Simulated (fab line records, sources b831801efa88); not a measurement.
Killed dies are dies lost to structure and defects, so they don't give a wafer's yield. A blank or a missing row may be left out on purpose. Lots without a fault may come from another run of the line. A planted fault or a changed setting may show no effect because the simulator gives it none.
fab line records | flow gf180mcu | part 1 of 2: steps 1 to 43 of 44
record lots=7 wafers=21 last_day=34
route steps=602 shown NWELL@51 LVPWELL@54 MVSD@66 MVPSD@78 VT_IMPLANT@90 PASSIVATION@602
lots that met no fault: from a run of the same line without faults
start_h: hours from the record's first day to the start of the lot's first wafer shown | wait_h: hours since the lot's step before | " the same as in the row above | L1.1+2: a row that stands for several wafers | - no value, or no start given | * or withheld: withheld | < > ~ a bound
route shown NAME@n: a module of which the file shows steps, and the number in the route of the first | usual: mean/standard deviation of fault-free wafers | same: alike in all rows | chamber/n: place in a boat | sites: the reading at each site | _std_site: their standard deviation | _edge_site: outer sites' mean less inner sites' | radius_mm: how far each site lies from the wafer's centre | mask NAME#n: copy n | behind: the tool/chamber that last shaped the wafer | hold: why the lot was held/for how many hours/how that ended | device: the transistor (n, p or np) that didn't switch | end of line: the same wafers' tests at the end of the route | a step without rows: its recipe alone | killed: dies lost to structure and defects at the first sort, not the wafer's yield | map: a wafer's dies, x killed, . not, _ none there
set.NAME: the setting as run; set.NAME@STEP: as run at that earlier step | model.NAME: the simulator's own value behind a step, which no gauge read
lots at some steps of the route; a table a step, a row a wafer
services: from which hour (start_h, from the record's first day; less than 0 if before it) a tool's chamber was out of use, for how many hours, and why
## steps
# step GF_NWELL_IMPLANT_09
# recipe species=P energy_kev=160 dose_cm2=4e+12 tilt_deg=0
# step GF_NWELL_STRIP_10
# recipe chemistry=O2/N2 power_w=1400 pressure_mtorr=1500 platen_temp_c=250 o2_flow_sccm=3000 n2_flow_sccm=300 overash_fraction=0.5
# usual chamber_pressure_mTorr=1499.8/2.2 drypump_motor_current_A=5.6/0.33 heater_power_w=344/21 oes_product_au=0.722/0.0044 strip_time_to_endpoint_s=36.93/0.1
# columns lot.wafer tool chamber start_h wait_h chamber_pressure_mTorr drypump_motor_current_A heater_power_w oes_product_au rf_hours_counter_h strip_time_to_endpoint_s
L232.2 plasma_asher-02 0 88.44 0.1 1500.5 6.2 306 0.727 47 37.08
L232.5 " 0 " " 1499.3 6.2 308 0.725 - 36.98
L232.6 " 1 " " 1503.4 5.4 337 0.718 - 36.94
L237.2 plasma_asher-03 1 115.59 0.1 1500.9 5.3 365 0.722 31 36.87
L237.4 " 0 " " 1499.0 5.9 351 0.726 - 36.91
L237.5 " 0 " " 1499.5 5.9 354 0.722 - 36.79
L238.4 plasma_asher-03 0 122.83 0.1 1499.7 5.9 354 0.718 - 36.98
L238.5 " 0 " " 1500.3 5.9 358 0.725 - 37.07
L238.6 " 1 " " 1500.0 5.3 360 0.725 - 36.96
L239.1 plasma_asher-04 1 125.40 0.1 1501.4 5.4 336 0.720 48 36.96
L239.2 " 0 " " 1501.0 5.5 353 0.725 48 36.80
L239.4 " 1 " " 1500.7 5.4 328 0.730 - 36.91
L242.1 plasma_asher-02 1 143.99 0.1 1500.6 5.4 340 0.716 54 36.89
L242.2 " 0 " " 1497.9 6.2 293 0.719 54 36.98
L242.4 " 0 " " 1500.1 6.2 300 0.723 - 36.87
L243.3 plasma_asher-02 1 150.58 0.1 1502.0 5.4 343 0.718 - 36.89
L243.4 " 0 " " 1499.1 6.2 301 0.724 - 36.93
L243.6 " 0 " " 1501.2 6.1 306 0.726 - 36.92
L246.3 plasma_asher-03 1 164.83 0.1 1499.6 5.2 374 0.721 - 37.22
L246.5 " 0 " " 1500.4 5.9 361 0.723 - 37.07
L246.6 " 1 " " 1500.0 5.3 371 0.726 - 37.09
# step GF_NWELL_TW_MEAS_11
# usual NWELL_TW=1569/16
# columns lot.wafer tool chamber start_h wait_h NWELL_TW
L232.2 film_metro-03 - 88.55 0.1 1537
L232.5 " - " " 1544
L232.6 " - " " 1530
L237.2 film_metro-01 - 115.70 0.1 1559
L237.4 " - " " 1563
L237.5 " - " " 1564
L238.4 film_metro-02 - 122.93 0.1 1569
L238.5 " - " " 1578
L238.6 " - " " 1574
L239.1 film_metro-02 - 125.50 0.1 1577
L239.2 " - " " 1576
L239.4 " - " " 1577
L242.1 film_metro-02 - 144.09 0.1 1584
L242.2 " - " " 1582
L242.4 " - " " 1582
L243.3 film_metro-02 - 150.67 0.1 1576
L243.4 " - " " 1584
L243.6 " - " " 1581
L246.3 film_metro-02 - 164.91 0.1 1582
L246.5 " - " " 1588
L246.6 " - " " 1581
# step GF_LVPWELL_DEHYDRATE_00
# recipe temp_c=200 time_s=60
# step GF_LVPWELL_HMDS_01
# recipe prime_time_s=60 prime_temp_c=120
# step GF_LVPWELL_COAT_02
# recipe spin_rpm=2000 resist_thk_nm=3000
# step GF_LVPWELL_SOFTBAKE_03
# recipe temp_c=110 time_s=withheld
# step GF_LVPWELL_EXPOSE_04
# recipe mask_id=LVPWELL target_cd_nm=600 na=0.6 source_shape=conventional sigma_outer=0.6 dose_mj=260
# step GF_LVPWELL_PEB_05
# recipe temp_c=115 time_s=withheld
# step GF_LVPWELL_DEVELOP_06
# recipe wall_angle_deg=90 develop_time_s=60 dev_temp_c=23
# step GF_LVPWELL_OVL_MEAS_07
# usual LVPWELL_OVL=0.0/1.5
# columns lot.wafer tool chamber start_h wait_h LVPWELL_OVL[nm]
L232.2 overlay-01 - 102.44 - 1.6
L232.5 " - " " 1.3
L232.6 " - " " -0.4
L237.2 overlay-02 - 130.37 - 2.4
L237.4 " - " " 3.6
L237.5 " - " " 2.3
L238.4 overlay-01 - 137.23 - 1.7
L238.5 " - " " 0.9
L238.6 " - " " -1.2
L239.1 overlay-01 - 140.00 - 2.7
L239.2 " - " " 3.1
L239.4 " - " " 3.3
L242.1 overlay-02 - 160.06 - -1.3
L242.2 " - " " -0.1
L242.4 " - " " -1.0
L243.3 overlay-01 - 166.16 - 1.1
L243.4 " - " " 1.0
L243.6 " - " " 1.5
L246.3 overlay-01 - 181.13 - -0.4
L246.5 " - " " 0.5
L246.6 " - " " 0.1
# step GF_LVPWELL_IMPLANT_08
# recipe species=B energy_kev=170 dose_cm2=1.5e+13 tilt_deg=0
# step GF_LVPWELL_IMPLANT_09
# recipe species=B energy_kev=60.71 dose_cm2=5e+12 tilt_deg=0
# usual beam_energy_keV=60.716/0.019 beam_on_s=10.03/0.2 faraday_current_uA=28.1/0.58 tilt_deg=-0.001/0.022
# same implant_ion_amu=11
# columns lot.wafer tool chamber start_h wait_h beam_energy_keV beam_on_s faraday_current_uA tilt_deg
L232.2 implanter-02 0 102.64 0.1 60.688 9.90 28.5 -0.021
L232.5 " 0 " " 60.687 9.78 28.8 0.006
L232.6 " 0 " " 60.706 10.12 28.0 0.025
L237.2 implanter-02 0 130.58 0.1 60.720 9.84 28.6 0.008
L237.4 " 0 " " 60.721 10.46 27.0 -0.019
L237.5 " 0 " " 60.709 9.76 28.9 -0.027
L238.4 implanter-01 0 137.48 0.1 60.702 10.12 28.0 -0.026
L238.5 " 0 " " 60.729 9.73 29.0 -0.003
L238.6 " 0 " " 60.731 10.27 27.4 -0.023
L239.1 implanter-04 0 140.19 0.1 60.717 9.94 28.4 0.002
L239.2 " 0 " " 60.694 10.43 27.0 0.055
L239.4 " 0 " " 60.726 10.05 28.2 0.019
L242.1 implanter-01 0 160.25 0.1 60.716 10.21 27.6 5.630
L242.2 " 0 " " 60.694 10.34 27.1 5.639
L242.4 " 0 " " 60.741 9.70 29.2 5.630
L243.3 implanter-01 0 166.39 0.1 60.736 9.82 28.9 5.646
L243.4 " 0 " " 60.692 10.01 28.1 5.651
L243.6 " 0 " " 60.711 10.01 28.3 5.611
L246.3 implanter-01 0 181.35 0.1 60.734 9.98 28.3 5.624
L246.5 " 0 " " 60.715 10.16 27.8 5.610
L246.6 " 0 " " 60.739 10.13 27.7 5.608
# step GF_LVPWELL_STRIP_10
# recipe chemistry=O2/N2 power_w=1400 pressure_mtorr=1500 platen_temp_c=250 o2_flow_sccm=3000 n2_flow_sccm=300 overash_fraction=0.5
# usual chamber_pressure_mTorr=1500.2/1.4 drypump_motor_current_A=5.7/0.36 heater_power_w=349/31 oes_product_au=0.723/0.005 strip_time_to_endpoint_s=36.92/0.086
# columns lot.wafer tool chamber start_h wait_h chamber_pressure_mTorr drypump_motor_current_A heater_power_w oes_product_au rf_hours_counter_h strip_time_to_endpoint_s
L232.2 plasma_asher-03 1 102.77 0.1 1500.3 5.3 355 0.720 29 36.85
L232.5 " 0 " " 1498.7 5.9 355 0.727 - 36.80
L232.6 " 1 " " 1499.0 5.3 373 0.723 - 36.73
L237.2 plasma_asher-01 0 130.70 0.1 1498.2 5.6 327 0.725 1 36.79
L237.4 " 1 " " 1501.8 6.1 392 0.722 - 36.92
L237.5 " 1 " " 1501.3 6.1 395 0.715 - 36.97
L238.4 plasma_asher-02 1 137.58 0.1 1500.4 5.4 341 0.724 - 36.76
L238.5 " 0 " " 1499.2 6.2 305 0.717 - 36.84
L238.6 " 1 " " 1501.0 5.4 340 0.725 - 36.91
L239.1 plasma_asher-02 0 140.34 0.1 1500.5 6.2 299 0.722 53 36.82
L239.2 " 1 " " 1502.2 5.3 337 0.726 53 36.87
L239.4 " 0 " " 1501.4 6.2 296 0.727 - 36.79
L242.1 plasma_asher-02 0 160.40 0.1 1500.8 6.2 304 0.717 56 36.83
L242.2 " 1 " " 1498.8 5.4 344 0.721 56 36.93
L242.4 " 1 " " 1499.3 5.4 347 0.726 - 36.88
L243.3 plasma_asher-03 0 166.52 0.1 1499.6 5.9 354 0.727 - 36.78
L243.4 " 1 " " 1500.8 5.3 369 0.718 - 36.75
L243.6 " 1 " " 1499.5 5.3 365 0.731 - 36.87
L246.3 plasma_asher-01 0 181.48 0.1 1500.2 5.6 323 0.731 - 36.86
L246.5 " 0 " " 1499.5 5.6 322 0.717 - 36.95
L246.6 " 1 " " 1499.5 6.1 393 0.723 - 36.89
# step GF_LVPWELL_TW_MEAS_11
# usual LVPWELL_TW=556/5.4
# columns lot.wafer tool chamber start_h wait_h LVPWELL_TW
L232.2 film_metro-03 - 102.88 0.1 548
L232.5 " - " " 553
L232.6 " - " " 552
L237.2 film_metro-01 - 130.81 0.1 557
L237.4 " - " " 558
L237.5 " - " " 558
L238.4 film_metro-02 - 137.68 0.1 564
L238.5 " - " " 561
L238.6 " - " " 563
L239.1 film_metro-01 - 140.44 0.1 559
L239.2 " - " " 560
L239.4 " - " " 559
L242.1 film_metro-03 - 160.50 0.1 561
L242.2 " - " " 562
L242.4 " - " " 564
L243.3 film_metro-02 - 166.61 0.1 579
L243.4 " - " " 577
L243.6 " - " " 577
L246.3 film_metro-01 - 181.57 0.1 570
L246.5 " - " " 573
L246.6 " - " " 574
# step GF_MVSD_DEHYDRATE_00
# recipe temp_c=200 time_s=60
# step GF_MVSD_HMDS_01
# recipe prime_time_s=60 prime_temp_c=120
# step GF_MVSD_COAT_02
# recipe spin_rpm=2000 resist_thk_nm=3000
# step GF_MVSD_SOFTBAKE_03
# recipe temp_c=110 time_s=withheld
# step GF_MVSD_EXPOSE_04
# recipe mask_id=MVSD target_cd_nm=1000 na=0.6 source_shape=conventional sigma_outer=0.6 dose_mj=260
# step GF_MVSD_PEB_05
# recipe temp_c=115 time_s=withheld
# step GF_MVSD_DEVELOP_06
# recipe wall_angle_deg=90 develop_time_s=60 dev_temp_c=23
# step GF_MVSD_OVL_MEAS_07
# usual MVSD_OVL=-0.3/1.3
# columns lot.wafer tool chamber start_h wait_h MVSD_OVL[nm]
L232.2 overlay-01 - 116.84 - 1.1
L232.5 " - " " 0.1
L232.6 " - " " -0.3
L237.2 overlay-02 - 146.22 - -1.1
L237.4 " - " " -0.9
L237.5 " - " " 0.1
L238.4 overlay-01 - 153.65 - 1.2
L238.5 " - " " -0.4
L238.6 " - " " 0.4
L239.1 overlay-01 - 155.78 - 0.4
L239.2 " - " " 1.3
L239.4 " - " " -0.2
L242.1 overlay-02 - 177.01 - 0.2
L242.2 " - " " 0.7
L242.4 " - " " -0.1
L243.3 overlay-02 - 183.32 - 0.1
L243.4 " - " " 0.6
L243.6 " - " " 1.8
L246.3 overlay-01 - 198.98 - -1.0
L246.5 " - " " -0.8
L246.6 " - " " -0.1
# step GF_MVSD_IMPLANT_08
# recipe species=P energy_kev=400 dose_cm2=1.6e+13 tilt_deg=0
# step GF_MVSD_IMPLANT_09
# recipe species=P energy_kev=100 dose_cm2=5e+12 tilt_deg=0
# step GF_MVSD_STRIP_10
# recipe chemistry=O2/N2 power_w=1400 pressure_mtorr=1500 platen_temp_c=250 o2_flow_sccm=3000 n2_flow_sccm=300 overash_fraction=0.5
# usual chamber_pressure_mTorr=1500.1/1.3 drypump_motor_current_A=5.7/0.31 heater_power_w=361/28 oes_product_au=0.723/0.0045 strip_time_to_endpoint_s=36.96/0.1
# columns lot.wafer tool chamber start_h wait_h chamber_pressure_mTorr drypump_motor_current_A heater_power_w oes_product_au rf_hours_counter_h strip_time_to_endpoint_s
L232.2 plasma_asher-03 0 117.17 0.1 1500.7 5.9 354 0.724 32 36.99
L232.5 " 0 " " 1502.1 5.9 369 0.718 - 36.93
L232.6 " 1 " " 1497.7 5.3 365 0.725 - 36.89
L237.2 plasma_asher-01 1 146.55 0.1 1502.7 6.1 396 0.722 2 37.06
L237.4 " 1 " " 1502.0 6.1 394 0.716 - 36.97
L237.5 " 0 " " 1499.4 5.6 323 0.721 - 36.95
L238.4 plasma_asher-03 1 154.00 0.1 1499.3 5.3 366 0.725 - 36.98
L238.5 " 1 " " 1501.1 5.2 364 0.720 - 36.98
L238.6 " 0 " " 1500.4 5.9 356 0.723 - 36.91
L239.1 plasma_asher-01 0 156.11 0.1 1502.7 5.6 322 0.716 4 36.90
L239.2 " 1 " " 1502.6 6.1 385 0.718 4 36.98
L239.4 " 1 " " 1501.8 6.1 410 0.717 - 37.06
L242.1 plasma_asher-03 1 177.34 0.1 1499.8 5.3 364 0.718 38 36.69
L242.2 " 0 " " 1501.0 5.9 354 0.725 38 36.80
L242.4 " 0 " " 1499.9 5.9 353 0.720 - 36.72
L243.3 plasma_asher-03 1 183.68 0.1 1500.4 5.3 366 0.704 - 36.99
L243.4 " 0 " " 1499.7 5.9 343 0.733 - 37.01
L243.6 " 0 " " 1500.5 5.9 356 0.724 - 37.05
L246.3 plasma_asher-03 1 199.33 0.1 1499.9 5.3 372 0.720 - 37.12
L246.5 " 0 " " 1497.6 5.9 364 0.732 - 37.06
L246.6 " 1 " " 1499.5 5.3 364 0.724 - 37.06
# step GF_MVSD_TW_MEAS_11
# usual MVSD_TW=1568/13
# columns lot.wafer tool chamber start_h wait_h MVSD_TW
L232.2 film_metro-03 - 117.27 0.1 1548
L232.5 " - " " 1556
L232.6 " - " " 1539
L237.2 film_metro-01 - 146.66 0.1 1572
L237.4 " - " " 1575
L237.5 " - " " 1572
L238.4 film_metro-03 - 154.09 0.1 1544
L238.5 " - " " 1549
L238.6 " - " " 1556
L239.1 film_metro-01 - 156.21 0.1 1579
L239.2 " - " " 1578
L239.4 " - " " 1583
L242.1 film_metro-01 - 177.44 0.1 1576
L242.2 " - " " 1578
L242.4 " - " " 1572
L243.3 film_metro-01 - 183.76 0.1 1573
L243.4 " - " " 1577
L243.6 " - " " 1572
L246.3 film_metro-01 - 199.42 0.1 1576
L246.5 " - " " 1571
L246.6 " - " " 1570
# step GF_MVPSD_DEHYDRATE_00
# recipe temp_c=200 time_s=60
# step GF_MVPSD_HMDS_01
# recipe prime_time_s=60 prime_temp_c=120
# step GF_MVPSD_COAT_02
# recipe spin_rpm=2025 resist_thk_nm=3000
# step GF_MVPSD_SOFTBAKE_03
# recipe temp_c=110 time_s=withheld
# step GF_MVPSD_EXPOSE_04
# recipe mask_id=MVPSD target_cd_nm=1000 na=0.6 source_shape=conventional sigma_outer=0.6 dose_mj=260
# step GF_MVPSD_PEB_05
# recipe temp_c=115 time_s=withheld
# step GF_MVPSD_DEVELOP_06
# recipe wall_angle_deg=90 develop_time_s=60 dev_temp_c=23
# step GF_MVPSD_OVL_MEAS_07
# usual MVPSD_OVL=-0.3/1.4
# columns lot.wafer tool chamber start_h wait_h MVPSD_OVL[nm]
L232.2 overlay-01 - 131.61 - -1.8
L232.5 " - " " 0.5
L232.6 " - " " -0.2
L237.2 overlay-02 - 162.53 - -0.1
L237.4 " - " " 0.3
L237.5 " - " " 1.0
L238.4 overlay-01 - 170.17 - 0.7
L238.5 " - " " 1.2
L238.6 " - " " 0.5
L239.1 overlay-02 - 172.61 - -0.5
L239.2 " - " " -1.5
L239.4 " - " " -1.7
L242.1 overlay-01 - 194.16 - -0.3
L242.2 " - " " -0.9
L242.4 " - " " 0.1
L243.3 overlay-01 - 200.17 - -0.4
L243.4 " - " " -0.3
L243.6 " - " " -0.9
L246.3 overlay-02 - 216.72 - 0.9
L246.5 " - " " 0.1
L246.6 " - " " -0.7
# step GF_MVPSD_IMPLANT_08
# recipe species=B energy_kev=170 dose_cm2=1.5e+13 tilt_deg=0
# step GF_MVPSD_IMPLANT_09
# recipe species=B energy_kev=40 dose_cm2=5e+12 tilt_deg=0
# step GF_MVPSD_STRIP_10
# recipe chemistry=O2/N2 power_w=1400 pressure_mtorr=1500 platen_temp_c=250 o2_flow_sccm=3000 n2_flow_sccm=300 overash_fraction=0.5
# usual chamber_pressure_mTorr=1500.1/1.4 drypump_motor_current_A=5.7/0.34 heater_power_w=338/31 oes_product_au=0.722/0.0048 strip_time_to_endpoint_s=36.73/0.13
# columns lot.wafer tool chamber start_h wait_h chamber_pressure_mTorr drypump_motor_current_A heater_power_w oes_product_au rf_hours_counter_h strip_time_to_endpoint_s
L232.2 plasma_asher-04 0 131.94 0.1 1499.9 5.5 336 0.712 48 36.58
L232.5 " 1 " " 1500.0 5.5 343 0.724 - 36.63
L232.6 " 0 " " 1501.0 5.5 344 0.729 - 36.63
L237.2 plasma_asher-02 0 162.86 0.1 1502.3 6.2 294 0.719 56 36.85
L237.4 " 1 " " 1497.9 5.3 345 0.718 - 36.86
L237.5 " 1 " " 1496.7 5.4 340 0.724 - 36.75
L238.4 plasma_asher-02 1 170.52 0.1 1497.1 5.4 337 0.720 - 37.00
L238.5 " 0 " " 1498.2 6.2 299 0.721 - 37.10
L238.6 " 1 " " 1499.3 5.3 338 0.724 - 37.07
L239.1 plasma_asher-02 1 172.94 0.1 1501.1 5.4 335 0.724 57 36.81
L239.2 " 0 " " 1502.7 6.2 299 0.721 57 36.64
L239.4 " 0 " " 1501.2 6.2 305 0.718 - 36.69
L242.1 plasma_asher-04 1 194.49 0.1 1500.4 5.4 333 0.724 54 36.68
L242.2 " 0 " " 1500.5 5.5 341 0.723 54 36.62
L242.4 " 0 " " 1499.9 5.5 346 0.728 - 36.66
L243.3 plasma_asher-01 1 200.52 0.1 1497.6 6.1 402 0.723 - 36.75
L243.4 " 0 " " 1501.5 5.6 331 0.722 - 36.79
L243.6 " 0 " " 1499.6 5.6 324 0.734 - 36.64
L246.3 plasma_asher-01 1 217.07 0.1 1499.9 6.1 400 0.716 - 36.78
L246.5 " 0 " " 1499.2 5.6 323 0.713 - 36.64
L246.6 " 1 " " 1498.9 6.1 383 0.724 - 36.75
# step GF_MVPSD_TW_MEAS_11
# usual MVPSD_TW=549/5
# columns lot.wafer tool chamber start_h wait_h MVPSD_TW
L232.2 film_metro-03 - 132.05 0.1 542
L232.5 " - " " 542
L232.6 " - " " 540
L237.2 film_metro-01 - 162.97 0.1 550
L237.4 " - " " 551
L237.5 " - " " 553
L238.4 film_metro-02 - 170.62 0.1 553
L238.5 " - " " 556
L238.6 " - " " 556
L239.1 film_metro-03 - 173.04 0.1 547
L239.2 " - " " 546
L239.4 " - " " 549
L242.1 film_metro-01 - 194.59 0.1 549
L242.2 " - " " 549
L242.4 " - " " 549
L243.3 film_metro-01 - 200.61 0.1 550
L243.4 " - " " 549
L243.6 " - " " 548
L246.3 film_metro-02 - 217.16 0.1 556
L246.5 " - " " 555
L246.6 " - " " 556
# step GF_VT_IMPLANT_DEHYDRATE_00
# recipe temp_c=200 time_s=60
# step GF_VT_IMPLANT_HMDS_01
# recipe prime_time_s=60 prime_temp_c=120
# step GF_VT_IMPLANT_COAT_02
# recipe resist=NOVOLAK spin_rpm=3000 resist_thk_nm=1000
# step GF_VT_IMPLANT_RS_MEAS_48
# recipe thk_meas_gauge=four-point-probe
# usual LVPWELL_RS=1197/3.4
# columns lot.wafer tool chamber start_h wait_h LVPWELL_RS[ohm/sq]
L232.2 film_metro-03 - 197.96 0.1 1202
L232.5 " - " " 1203
L232.6 " - " " 1203
L237.2 film_metro-01 - 230.97 0.1 1202
L237.4 " - " " 1201
L237.5 " - " " 1202
L238.4 film_metro-03 - 242.01 0.1 1199
L238.5 " - " " 1194
L238.6 " - " " 1196
L239.1 film_metro-02 - 243.90 0.1 1194
L239.2 " - " " 1195
L239.4 " - " " 1202
L242.1 film_metro-02 - 268.60 0.1 1166
L242.2 " - " " 1167
L242.4 " - " " 1168
L243.3 film_metro-02 - 273.13 0.1 1172
L243.4 " - " " 1170
L243.6 " - " " 1169
L246.3 film_metro-03 - 292.78 0.1 1174
L246.5 " - " " 1174
L246.6 " - " " 1168
## key
first_sign step=GF_LVPWELL_IMPLANT_09 reading=tilt_deg direction=up sigmas=99+ usual=-0.001 struck=5.628
effect step=GF_LVPWELL_TW_MEAS_11 reading=LVPWELL_TW direction=up sigmas=2.8 usual=556 struck=571
effect step=GF_VT_IMPLANT_RS_MEAS_48 reading=LVPWELL_RS direction=down sigmas=8 usual=1197 struck=1170
model_effect step=GF_PASSIVATION_PROBE_99 value=etest.nldd_6p0.line_ohm_um without=4601 struck=4698
met_at GF_LVPWELL_IMPLANT_09
struck_wafers L242.1,L242.2,L242.4,L243.3,L243.4,L243.6,L246.3,L246.5,L246.6
tester_left_out L242,L243,L246
onset_between 137.48 160.25
fault kind=process_parameter_drift tool=implanter-01 chamber=- onset_h=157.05 steps=GF_LVPWELL_IMPLANT_09 channel=tilt_deg offset=5.6238 shape=step end_h=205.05 acts_in=these_recipes_only stated=0
# tester_left_out: of these lots the tester's yield and bins aren't shown, on N5 and GAA mostly nor the transistor test; their killed dies are dies lost to structure and defects alone, not to doping, threshold or leakage, so they don't give the yield
